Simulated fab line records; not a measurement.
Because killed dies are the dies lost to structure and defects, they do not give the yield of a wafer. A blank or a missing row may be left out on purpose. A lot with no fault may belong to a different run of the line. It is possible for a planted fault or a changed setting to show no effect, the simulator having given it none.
Shared-tool check	flow gf180mcu	Sample size 13 lots and 35 wafers

== THE REASON FOR OPENING IT ==
At GF_MIM_THK_MEAS_06 the reading MIM_CVD_05_THK is flagged on 2 of 13 lots. No-fault wafers: 41.8 nm, standard deviation 0.65.
Rule: a lot is flagged when every wafer of it that has a number lies more than 4 standard deviations from that mean, or none has a number. All remaining lots are regarded as sound.

lot	measured	on	MIM_CVD_05_THK (nm), wafer by wafer	flag
L443	day 24 12:50	film_metro-01	42.1 42.3 42.4	
L447	day 25 17:52	film_metro-01	41.1 41.2 41.6	
L448	day 26 06:20	film_metro-01	42.0 42.0 41.1	
L449	day 26 12:13	film_metro-01	41.7 42.4 42.8	
L451	day 27 04:01	film_metro-01	42.7 41.5 42.2	
L452	day 27 16:20	film_metro-03	40.1 41.5 41.4	
L454	day 28 09:06	film_metro-01	42.2 42.8 43.1	
L456	day 28 16:02	film_metro-01	41.4 42.3 42.3	
L457	day 29 01:40	film_metro-03	34.4	FLAGGED
L461	day 30 03:49	film_metro-04	35.5	FLAGGED
L463	day 30 16:55	film_metro-01	40.4 41.5 41.9	
L465	day 31 02:08	film_metro-01	41.9 43.2 42.9	
L466	day 31 10:31	film_metro-03	42.2 41.4 42.5	
On average the flagged lots' numbers are 35.0 nm, which is -6.8 nm against the usual, or -11 standard deviations.

== WHICH TOOL EACH LOT WENT THROUGH ==
4 process steps preceding the reading are held in the record, out of 602 steps in the route. Every cell lists first the tool, next ch and the chambers used by the sampled wafers, and last the start.
lot	flag	GF_V2_SPUTTER_22	GF_M3_STRIP_17	GF_V3_CMP_04	GF_MIM_CVD_05
L443		pvd_sputter-02, day 20 06:49	plasma_asher-04 ch 0,1, day 21 11:39	cmp-02 ch 0,2, day 21 12:29	pecvd-04 ch 0,1,2, day 24 12:47
L447		pvd_sputter-03, day 21 16:19	plasma_asher-01 ch 0,1, day 22 17:18	cmp-01 ch 0,2, day 22 18:29	pecvd-04 ch 0,1, day 25 17:50
L448		pvd_sputter-01, day 22 06:31	plasma_asher-04 ch 0,1, day 23 07:07	cmp-02 ch 0,1,3, day 23 07:58	pecvd-01 ch 0,1,2, day 26 06:17
L449		pvd_sputter-01, day 22 12:42	plasma_asher-01 ch 0,1, day 23 12:45	cmp-01 ch 1,2,3, day 23 13:40	pecvd-01 ch 0,1,2, day 26 12:10
L451		pvd_sputter-02, day 23 06:41	plasma_asher-03 ch 0,1, day 24 05:46	cmp-02 ch 0,1,3, day 24 07:13	pecvd-03 ch 0,2, day 27 03:59
L452		pvd_sputter-01, day 23 20:50	plasma_asher-04 ch 0,1, day 24 19:39	cmp-02 ch 0,1, day 24 20:42	pecvd-01 ch 0,2, day 27 16:19
L454		pvd_sputter-03, day 24 14:11	plasma_asher-01 ch 0,1, day 25 13:02	cmp-02 ch 0,3, day 25 14:07	pecvd-04 ch 0,2, day 28 09:04
L456		pvd_sputter-01, day 24 23:08	plasma_asher-03 ch 0, day 25 21:55	cmp-02 ch 0,1,2, day 25 22:50	pecvd-03 ch 0,1,2, day 28 16:01
L457	FLAGGED	pvd_sputter-02, day 25 11:42	plasma_asher-04 ch 0, day 26 09:03	cmp-01 ch 0, day 26 10:00	pecvd-03 ch 2, day 29 01:38
L461	FLAGGED	pvd_sputter-01, day 26 15:44	plasma_asher-01 ch 1, day 27 12:41	cmp-01 ch 3, day 27 13:36	pecvd-03 ch 2, day 30 03:46
L463		pvd_sputter-03, day 27 05:46	plasma_asher-03 ch 0,1, day 28 01:45	cmp-01 ch 0,1,2, day 28 02:31	pecvd-01 ch 0,2, day 30 16:52
L465		pvd_sputter-03, day 27 16:13	plasma_asher-01 ch 0,1, day 28 12:05	cmp-02 ch 0,3, day 28 13:00	pecvd-04 ch 0,1,2, day 31 02:05
L466		pvd_sputter-03, day 28 01:23	plasma_asher-01 ch 0,1, day 28 21:50	cmp-02 ch 2,3, day 28 22:38	pecvd-04 ch 0,1,2, day 31 10:28
What these steps do:
- GF_V2_SPUTTER_22: material TiN, target thk 10 nm, time 40 s.
- GF_M3_STRIP_17: strips in O2/N2.
- GF_V3_CMP_04: polishes SiO2.
- GF_MIM_CVD_05: deposits Si3N4, target thk 42 nm, time 29.086 s.
- GF_MIM_THK_MEAS_06

== FLAGGED OVER TOTAL, TOOL BY TOOL (the gauges that took the reading come last) ==
step	tool	lots run	flagged	share of the flagged lots	sound lots run after its first flagged lot
GF_V2_SPUTTER_22	pvd_sputter-01	5	1	some	0
GF_V2_SPUTTER_22	pvd_sputter-02	3	1	some	0
GF_V2_SPUTTER_22	pvd_sputter-03	5	0	none	-
GF_M3_STRIP_17	plasma_asher-01	6	1	some	2 (L465,L466)
GF_M3_STRIP_17	plasma_asher-03	3	0	none	-
GF_M3_STRIP_17	plasma_asher-04	4	1	some	0
GF_V3_CMP_04	cmp-01	5	2	all	1 (L463)
GF_V3_CMP_04	cmp-02	8	0	none	-
GF_MIM_CVD_05	pecvd-01	4	0	none	-
GF_MIM_CVD_05	pecvd-03	4	2	all	0
GF_MIM_CVD_05	pecvd-04	5	0	none	-
GF_MIM_THK_MEAS_06	film_metro-01	9	0	none	-
GF_MIM_THK_MEAS_06	film_metro-03	3	1	some	1 (L466)
GF_MIM_THK_MEAS_06	film_metro-04	1	1	some	0

== WHAT THE TABLE ALLOWS ==
cmp-01 at GF_V3_CMP_04 and pecvd-03 at GF_MIM_CVD_05 are the 2 rows of the table that ran each flagged lot.
- cmp-01 at GF_V3_CMP_04: 2 of its 5 lots flagged. Sound lots followed the first flagged one (L463) on it, something a lasting fault affecting the whole tool could not allow.
- pecvd-03 at GF_MIM_CVD_05: 2 of its 4 lots flagged. Last sound lot L456 at day 28 16:01, first flagged lot L457 at day 29 01:38; a fault beginning in between fits. Its own readings lie more than 4 standard deviations out on every wafer of the flagged lots: run_length_s.
Just one tool remains: pecvd-03 at GF_MIM_CVD_05.

== WHAT THE SIMULATOR HAD PUT IN ==
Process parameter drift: pecvd-03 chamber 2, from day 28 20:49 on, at GF_MIM_CVD_05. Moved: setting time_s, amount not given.
Struck lots among those shown: L457, L461. This agrees with what the rule above found.
